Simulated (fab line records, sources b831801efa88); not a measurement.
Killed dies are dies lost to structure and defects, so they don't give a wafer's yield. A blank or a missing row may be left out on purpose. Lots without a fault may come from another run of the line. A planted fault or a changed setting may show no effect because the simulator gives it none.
fab line records | flow sky130
record lots=12 wafers=36 last_day=50
route steps=708 shown METAL3@533 METAL5@661 PAD_OPEN@708
lots that met no fault: from a run of the same line without faults
start_h: hours from the record's first day to the start of the lot's first wafer shown | wait_h: hours since the lot's step before | " the same as in the row above | L1.1+2: a row that stands for several wafers | - no value, or no start given | * or withheld: withheld | < > ~ a bound
route shown NAME@n: a module of which the file shows steps, and the number in the route of the first | usual: mean/standard deviation of fault-free wafers | same: alike in all rows | chamber/n: place in a boat | sites: the reading at each site | _std_site: their standard deviation | _edge_site: outer sites' mean less inner sites' | radius_mm: how far each site lies from the wafer's centre | mask NAME#n: copy n | behind: the tool/chamber that last shaped the wafer | hold: why the lot was held/for how many hours/how that ended | device: the transistor (n, p or np) that didn't switch | end of line: the same wafers' tests at the end of the route | a step without rows: its recipe alone | killed: dies lost to structure and defects at the first sort, not the wafer's yield | map: a wafer's dies, x killed, . not, _ none there
set.NAME: the setting as run; set.NAME@STEP: as run at that earlier step | model.NAME: the simulator's own value behind a step, which no gauge read
steps of the route over a sample of lots; a table a step, a row a wafer
services: from which hour (start_h, from the record's first day; less than 0 if before it) a tool's chamber was out of use, for how many hours, and why
## steps
# step SKY_METAL3_SPUTTER_01
# recipe material=TiN target_thk_nm=20 power_w=6500 time_s=16.7 chamber_pressure_pa=0.4
# usual throttle_valve_pct=29.2/1.5
# same time_s=16.7
# columns lot.wafer tool chamber start_h wait_h throttle_valve_pct
L965.1 pvd_sputter-03 - 840.33 0.0 27.9
L965.2 " - " " 30.3
L965.3 " - " " 28.7
L966.1 pvd_sputter-02 - 857.49 0.0 28.6
L966.4 " - " " 26.4
L966.5 " - " " 31.4
L967.1 pvd_sputter-03 - 871.53 0.0 28.9
L967.3 " - " " 29.7
L967.4 " - " " 28.1
L968.1 pvd_sputter-03 - 877.46 0.0 29.8
L968.4 " - " " 30.1
L968.6 " - " " 29.9
L969.2 pvd_sputter-03 - 883.28 0.0 29.8
L969.3 " - " " 30.2
L969.5 " - " " 29.6
L970.3 pvd_sputter-01 - 887.01 0.0 29.9
L970.4 " - " " 30.2
L970.5 " - " " 29.5
L971.2 pvd_sputter-03 - 893.38 0.0 28.8
L971.3 " - " " 27.9
L971.6 " - " " 27.9
L972.2 pvd_sputter-01 - 901.68 0.0 29.8
L972.5 " - " " 29.9
L972.6 " - " " 29.6
L975.2 pvd_sputter-02 - 932.31 0.0 30.1
L975.4 " - " " 28.7
L975.6 " - " " 30.3
L977.2 pvd_sputter-02 - 940.92 0.0 26.5
L977.3 " - " " 31.2
L977.6 " - " " 28.9
L987.2 pvd_sputter-02 - 1004.61 0.0 30.2
L987.5 " - " " 31.5
L987.6 " - " " 26.3
L988.3 pvd_sputter-02 - 1024.97 0.0 31.5
L988.4 " - " " 28.6
L988.5 " - " " 26.4
# step SKY_METAL3_SPUTTER_03
# recipe material=Ti target_thk_nm=5 power_w=3000 time_s=3.3 chamber_pressure_pa=0.4
# usual throttle_valve_pct=29.2/1.5
# same time_s=3.3
# columns lot.wafer tool chamber start_h wait_h throttle_valve_pct
L965.1 pvd_sputter-03 - 840.40 0.0 27.8
L965.2 " - " " 30.2
L965.3 " - " " 28.9
L966.1 pvd_sputter-02 - 857.55 0.0 28.6
L966.4 " - " " 26.3
L966.5 " - " " 31.1
L967.1 pvd_sputter-03 - 871.59 0.0 29.1
L967.3 " - " " 29.6
L967.4 " - " " 27.9
L968.1 pvd_sputter-03 - 877.52 0.0 29.9
L968.4 " - " " 30.1
L968.6 " - " " 30.0
L969.2 pvd_sputter-03 - 883.35 0.0 29.8
L969.3 " - " " 30.0
L969.5 " - " " 29.7
L970.3 pvd_sputter-01 - 887.07 0.0 29.8
L970.4 " - " " 30.2
L970.5 " - " " 29.4
L971.2 pvd_sputter-03 - 893.45 0.0 28.6
L971.3 " - " " 27.8
L971.6 " - " " 27.6
L972.2 pvd_sputter-01 - 901.75 0.0 29.7
L972.5 " - " " 29.7
L972.6 " - " " 29.6
L975.2 pvd_sputter-02 - 932.37 0.0 30.1
L975.4 " - " " 28.7
L975.6 " - " " 30.2
L977.2 pvd_sputter-02 - 940.98 0.0 26.4
L977.3 " - " " 31.2
L977.6 " - " " 28.7
L987.2 pvd_sputter-02 - 1004.67 0.0 30.3
L987.5 " - " " 31.5
L987.6 " - " " 26.4
L988.3 pvd_sputter-02 - 1025.03 0.0 31.4
L988.4 " - " " 28.7
L988.5 " - " " 26.1
# step SKY_METAL3_SPUTTER_04
# recipe material=TiN target_thk_nm=70 power_w=6500 time_s=58.3 chamber_pressure_pa=0.4
# usual throttle_valve_pct=29.2/1.5
# same time_s=58.3
# columns lot.wafer tool chamber start_h wait_h throttle_valve_pct
L965.1 pvd_sputter-03 - 840.42 0.0 28.0
L965.2 " - " " 30.4
L965.3 " - " " 28.9
L966.1 pvd_sputter-02 - 857.57 0.0 28.7
L966.4 " - " " 26.5
L966.5 " - " " 31.5
L967.1 pvd_sputter-03 - 871.61 0.0 29.1
L967.3 " - " " 29.9
L967.4 " - " " 27.8
L968.1 pvd_sputter-03 - 877.54 0.0 30.2
L968.4 " - " " 30.3
L968.6 " - " " 29.9
L969.2 pvd_sputter-03 - 883.37 0.0 30.0
L969.3 " - " " 30.3
L969.5 " - " " 29.9
L970.3 pvd_sputter-01 - 887.09 0.0 29.9
L970.4 " - " " 30.4
L970.5 " - " " 29.4
L971.2 pvd_sputter-03 - 893.47 0.0 28.8
L971.3 " - " " 27.6
L971.6 " - " " 27.7
L972.2 pvd_sputter-01 - 901.77 0.0 29.8
L972.5 " - " " 30.0
L972.6 " - " " 29.8
L975.2 pvd_sputter-02 - 932.39 0.0 30.1
L975.4 " - " " 28.6
L975.6 " - " " 30.1
L977.2 pvd_sputter-02 - 941.00 0.0 26.4
L977.3 " - " " 31.3
L977.6 " - " " 28.7
L987.2 pvd_sputter-02 - 1004.69 0.0 30.3
L987.5 " - " " 31.6
L987.6 " - " " 26.1
L988.3 pvd_sputter-02 - 1025.05 0.0 31.3
L988.4 " - " " 28.7
L988.5 " - " " 26.5
# step SKY_METAL5_SPUTTER_00
# recipe material=Ti target_thk_nm=15 power_w=3000 time_s=10 chamber_pressure_pa=0.4
# usual throttle_valve_pct=29.4/1.5
# same time_s=10
# columns lot.wafer tool chamber start_h wait_h throttle_valve_pct
L965.1 pvd_sputter-02 - 997.14 0.2 28.5
L965.2 " - " " 30.1
L965.3 " - " " 26.6
L966.1 pvd_sputter-04 - 1012.75 0.2 31.0
L966.4 " - " " 30.2
L966.5 " - " " 29.2
L967.1 pvd_sputter-02 - 1025.78 0.1 31.2
L967.3 " - " " 28.8
L967.4 " - " " 26.3
L968.1 pvd_sputter-02 - 1029.90 0.2 28.4
L968.4 " - " " 26.3
L968.6 " - " " 26.4
L969.2 pvd_sputter-04 - 1036.98 0.1 29.5
L969.3 " - " " 30.0
L969.5 " - " " 28.8
L970.3 pvd_sputter-04 - 1038.94 0.2 30.9
L970.4 " - " " 30.0
L970.5 " - " " 30.1
L971.2 pvd_sputter-02 - 1044.88 0.2 30.1
L971.3 " - " " 26.3
L971.6 " - " " 31.5
L972.2 pvd_sputter-02 - 1050.81 0.1 26.4
L972.5 " - " " 30.3
L972.6 " - " " 26.5
L975.2 pvd_sputter-02 - 1076.56 0.2 28.7
L975.4 " - " " 30.0
L975.6 " - " " 26.3
L977.2 pvd_sputter-02 - 1085.31 0.1 26.3
L977.3 " - " " 28.8
L977.6 " - " " 31.4
L987.2 pvd_sputter-04 - 1138.92 0.2 30.9
L987.5 " - " " 29.5
L987.6 " - " " 28.8
L988.3 pvd_sputter-03 - 1155.32 0.1 29.9
L988.4 " - " " 30.2
L988.5 " - " " 29.1
# step SKY_PAD_OPEN_PROBE_99
# usual defect_limited_yield=82.7/2.1 killed_at_M0_to_M3=43/7.2 killed_at_M4_up=3.0/1.7 killed_at_contacts=24/5.3 killed_at_front_end=15/4.6 killed_at_other=0.3/0.5 killed_dies=85/10 killed_on_rim=17/3.8 killed_open=46/7.2 killed_short=39/6.4 sort_bin_3_pad_short=0.9/0.42 sort_bin_5_function=10.2/1.6 sort_bin_6_memory=6.2/1 sort_n_pass=407/10 sort_yield_pct=82.7/2.1
# same gross_dies=492 killed_at_back_side=0 sort_bin_4_leakage[%]=0 sort_bin_8_speed[%]=0
# columns lot.wafer tool chamber start_h wait_h defect_limited_yield[%] killed_at_M0_to_M3 killed_at_M4_up killed_at_contacts killed_at_front_end killed_at_other killed_dies killed_on_rim killed_open killed_short sort_bin_3_pad_short[%] sort_bin_5_function[%] sort_bin_6_memory[%] sort_n_pass sort_yield_pct[%]
L977.2 prober-02 - 1147.26 0.1 81.1 37 4 33 19 0 93 18 55 38 0.4 12.2 6.3 399 81.1
L977.3 prober-02 - 1147.31 0.2 72.4 39 67 18 10 2 136 19 40 36 4.5 15.9 7.3 356 72.4
L977.6 prober-02 - 1147.46 0.2 78.9 54 8 21 21 0 104 21 54 50 1.4 13.2 6.5 388 78.9
# killed by level:class
L977.2 CONTACT:geometric_particle:open=17 VIA1:geometric_particle:open=13 LI_CONTACT:geometric_particle:open=7 CONTACT:geometric_particle:short=5 FIELD_ISO:geometric_particle:short=4 SPACER:geometric_particle:open=4 METAL2:geometric_particle:short=4 METAL4:geometric_particle:short=4
L977.3 METAL5:unspecified=60 VIA1:geometric_particle:open=10 LI_CONTACT:geometric_particle:open=6 CONTACT:geometric_particle:open=6 VIA2:geometric_particle:open=6 METAL4:geometric_particle:short=6 METAL3:geometric_particle:short=5 METAL1:geometric_particle:short=4
L977.6 VIA1:geometric_particle:open=12 METAL2:geometric_particle:short=10 VIA3:geometric_particle:open=8 POLY_GATE:geometric_particle:short=6 CONTACT:geometric_particle:open=6 VIA2:geometric_particle:open=5 VIA1:geometric_particle:short=5 POLY_GATE:geometric_particle:open=5
## services
# columns tool chamber start_h hours kind
pvd_sputter-03 - 821.12 5.7 repair
pvd_sputter-02 - 833.03 6.0 repair
pvd_sputter-03 3 835.99 - consumable_replace:kit
pvd_sputter-02 - 848.86 2.2 repair
pvd_sputter-03 - 911.40 2.3 repair
pvd_sputter-02 - 922.04 4.1 repair
pvd_sputter-02 1 933.67 - consumable_replace:kit
pvd_sputter-02 1 933.67 18.0 scheduled_down
pvd_sputter-02 1 933.67 18.0 vent_cycle
pvd_sputter-02 - 941.44 5.5 repair
pvd_sputter-02 - 952.73 1.2 repair
pvd_sputter-03 - 982.94 2.3 repair
pvd_sputter-03 - 990.50 90.0 repair
pvd_sputter-02 - 1020.75 3.3 repair
pvd_sputter-02 0 1050.97 - consumable_replace:kit
pvd_sputter-02 0 1050.97 18.0 scheduled_down
pvd_sputter-02 0 1050.97 18.0 vent_cycle
pvd_sputter-03 - 1057.02 1.9 repair
pvd_sputter-01 - 1090.19 24.9 repair
pvd_sputter-02 - 1091.59 0.9 repair
pvd_sputter-02 3 1135.92 - consumable_replace:kit
pvd_sputter-02 3 1135.92 18.0 scheduled_down
pvd_sputter-02 3 1135.92 18.0 vent_cycle
pvd_sputter-01 - 1149.01 15.3 repair
## key
first_sign step=SKY_PAD_OPEN_PROBE_99 reading=killed_at_M4_up direction=up sigmas=37 usual=3.0 struck=67
effect step=SKY_PAD_OPEN_PROBE_99 reading=sort_bin_3_pad_short direction=up sigmas=8.4 usual=0.9 struck=4.5
met_at SKY_METAL5_SPUTTER_00
struck_lots L977
struck_wafers L977.3
not_acting_at SKY_METAL3_SPUTTER_01,SKY_METAL3_SPUTTER_03,SKY_METAL3_SPUTTER_04
onset_between 1076.56 1085.31
fault kind=chamber_particle_source tool=pvd_sputter-02 chamber=- onset_h=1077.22 steps=SKY_METAL5_SPUTTER_00 rate_per_visit_cm2=1.5564 end_h=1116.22 scope=struck_wafers_only
